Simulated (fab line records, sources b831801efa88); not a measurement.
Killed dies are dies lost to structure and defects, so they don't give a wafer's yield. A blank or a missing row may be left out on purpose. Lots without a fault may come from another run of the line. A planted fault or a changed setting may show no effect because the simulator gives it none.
One fault seen from 2 desks | flow sky130 | each desk has only its own numbers; what lay behind them comes last

THE TOOL OWNER'S DESK: pecvd-02
The tool's own readings at SKY_CONTACT_CVD_00 (deposits Si3N4, target thk 75 nm): means of the sampled wafers that have a number, for each lot that ran on this tool. A lot is out of limits, marked OUT, if its mean lies more than 4 standard deviations from the usual mean; the brackets give that distance.
Columns: A = heater_power_w at SKY_CONTACT_CVD_00, usual 671 W
lot  | first seen here | A
L430 | day 30 20:49    | 706
L433 | day 31 23:43    | 659
L434 | day 32 13:45    | 577
L446 | day 35 21:20    | 674
L450 | day 37 02:46    | 743
L451 | day 37 08:41    | 554
This desk's finding: nothing out of limits on any of the 6 lots.

THE METROLOGY DESK
What the gauges read, lot by lot, whatever tool the lot ran on: means of the sampled wafers that have a number. A lot is out of limits, marked OUT, if its mean lies more than 4 standard deviations from the usual mean; the brackets give that distance.
Columns: A = CONTACT_CVD_00_THK at SKY_CONTACT_THK_MEAS_01, usual 75.1 nm; B = CONTACT_OVL at SKY_CONTACT_OVL_MEAS_15, usual -1 nm
lot  | first seen here | A              | B
L430 | day 30 20:52    | 74.6           | -1
L433 | day 31 23:46    | 48.7 (-30) OUT | -4
L434 | day 32 13:49    | 48.7 (-30) OUT | 9
L435 | day 32 14:28    | 74.9           | 5
L443 | day 35 10:30    | 74.7           | -4
L446 | day 35 21:23    | 75.3           | -3
L447 | day 35 21:29    | 75.8           | -4
L450 | day 37 02:49    | 75.9           | -1
L452 | day 37 06:26    | 75.9           | 8
L451 | day 37 08:43    | 74.6           | -8
L453 | day 38 00:32    | 74.9           | -3
This desk's finding: out of limits on L433, L434; first on L433, day 31 23:46 (CONTACT_CVD_00_THK at SKY_CONTACT_THK_MEAS_01). In limits: L430, L435, L443, L446, L447, L450, L452, L451, L453.

PUT TOGETHER
The metrology desk could have raised an alarm at day 31 23:46, on L433, L434.
The tool owner's desk saw nothing out of limits.
The tool owner's desk has L433, L434 on record, within its limits.
Of the lots named, all ran SKY_CONTACT_CVD_00 on pecvd-02.

WHAT THE SIMULATOR HAD PUT IN
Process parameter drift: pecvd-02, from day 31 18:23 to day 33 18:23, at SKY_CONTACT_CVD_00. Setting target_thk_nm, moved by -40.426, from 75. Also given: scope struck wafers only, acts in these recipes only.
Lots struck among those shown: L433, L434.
Hours from the fault's start to each desk's first reading out of limits: the metrology desk, 5.
